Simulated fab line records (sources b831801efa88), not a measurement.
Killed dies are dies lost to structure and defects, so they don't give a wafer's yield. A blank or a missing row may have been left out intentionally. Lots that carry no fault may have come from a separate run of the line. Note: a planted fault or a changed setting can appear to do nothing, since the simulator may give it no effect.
Matching of chambers + flow gf180mcu + 4 sister chambers for GF_V3_ETCH_16 on rie-diel-04
The step etches BARC in N2/H2. 22 wafers are shown with their chamber, then 11 later ones without.

## WAFERS, EACH WITH ITS CHAMBER
| wafer  | chamber | drypump-motor-current-A (A) | throttle-valve-pct (%) | oes-product-au (a.u.) |
|--------|---------|-----------------------------|------------------------|-----------------------|
| L075.2 | 3       | 6.3                         | 13.232                 | 0.853                 |
| L075.3 | 0       | 6.2                         | 13.223                 | 0.853                 |
| L075.5 | 3       | 6.3                         | 13.232                 | 0.851                 |
| L083.1 | 0       | 6.1                         | 13.228                 | 0.855                 |
| L083.2 | 1       | 5.9                         | 13.228                 | 0.856                 |
| L083.3 | 3       | 6.4                         | 13.219                 | 0.864                 |
| L083.4 | 2       | 5.6                         | 13.229                 | 0.856                 |
| L083.5 | 1       | 5.9                         | 13.213                 | 0.851                 |
| L083.6 | 2       | 5.6                         | 13.232                 | 0.854                 |
| L084.1 | 0       | 6.2                         | 13.242                 | 0.853                 |
| L084.2 | 1       | 5.8                         | 13.229                 | 0.849                 |
| L084.4 | 2       | 5.6                         | 13.233                 | 0.855                 |
| L086.1 | 2       | 5.6                         | 13.227                 | 0.854                 |
| L086.3 | 1       | 5.9                         | 13.227                 | 0.863                 |
| L086.6 | 2       | 5.6                         | 13.226                 | 0.857                 |
| L087.1 | 1       | 5.9                         | 13.222                 | 0.862                 |
| L087.2 | 3       | 6.3                         | 13.230                 | 0.858                 |
| L087.3 | 0       | 6.1                         | 13.231                 | 0.855                 |
| L087.4 | 2       | 5.6                         | 13.211                 | 0.852                 |
| L087.5 | 0       | 6.1                         | 13.221                 | 0.854                 |
| L087.6 | 3       | 6.4                         | 13.228                 | 0.849                 |
| L088.1 | 2       | 5.6                         | 13.230                 | 0.854                 |

SIGNATURES (means of the wafers above)
| reading                 | chamber 0 | chamber 1 | chamber 2 | chamber 3 | scatter within a chamber |
|-------------------------|-----------|-----------|-----------|-----------|--------------------------|
| drypump-motor-current-A | 6.140     | 5.880     | 5.600     | 6.340     | 0.0422                   |
| throttle-valve-pct      | 13.22900  | 13.22380  | 13.22686  | 13.22820  | 0.00706                  |
| oes-product-au          | 0.85400   | 0.85620   | 0.85457   | 0.85500   | 0.00425                  |
Rule: distance of a wafer from a chamber = root of the sum over the readings of ((wafer's reading minus chamber's mean) / reading's scatter) squared. The wafer belongs to the nearest chamber; if the next one is less than 2 further off, it can't be placed. The scatter: the root of (the sum of the squares of (reading less its chamber's mean) over the shown wafers, divided by (wafers less chambers)).

## WAFERS MISSING THEIR CHAMBER
| wafer  | drypump-motor-current-A (A) | throttle-valve-pct (%) | oes-product-au (a.u.) |
|--------|-----------------------------|------------------------|-----------------------|
| L088.2 | 5.9                         | 13.207                 | 0.858                 |
| L088.3 | 6.1                         | 13.223                 | 0.857                 |
| L088.4 | 6.4                         | 13.226                 | 0.854                 |
| L088.5 | 6.1                         | 13.232                 | 0.858                 |
| L088.6 | 6.4                         | 13.218                 | 0.852                 |
| L089.1 | 5.6                         | 13.231                 | 0.849                 |
| L089.2 | 6.4                         | 13.214                 | 0.856                 |
| L089.3 | 6.2                         | 13.223                 | 0.850                 |
| L094.2 | 6.4                         | 13.229                 | 0.861                 |
| L094.3 | 5.9                         | 13.245                 | 0.852                 |
| L094.4 | 6.3                         | 13.217                 | 0.860                 |

## CHAMBER TAKEN BY EACH
| wafer  | from the rows above     | in truth |
|--------|-------------------------|----------|
| L088.2 | 1                       | 1        |
| L088.3 | 0                       | 0        |
| L088.4 | 3                       | 3        |
| L088.5 | 0                       | 0        |
| L088.6 | 3                       | 3        |
| L089.1 | 2                       | 2        |
| L089.2 | 3                       | 3        |
| L089.3 | can't be placed: 0 or 3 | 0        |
| L094.2 | 3                       | 3        |
| L094.3 | 1                       | 1        |
| L094.4 | 3                       | 3        |
Placed correctly: 10 of 11. Not placeable from these rows: 1 (in 1, the candidates include the true chamber). Number placed wrongly: 0.
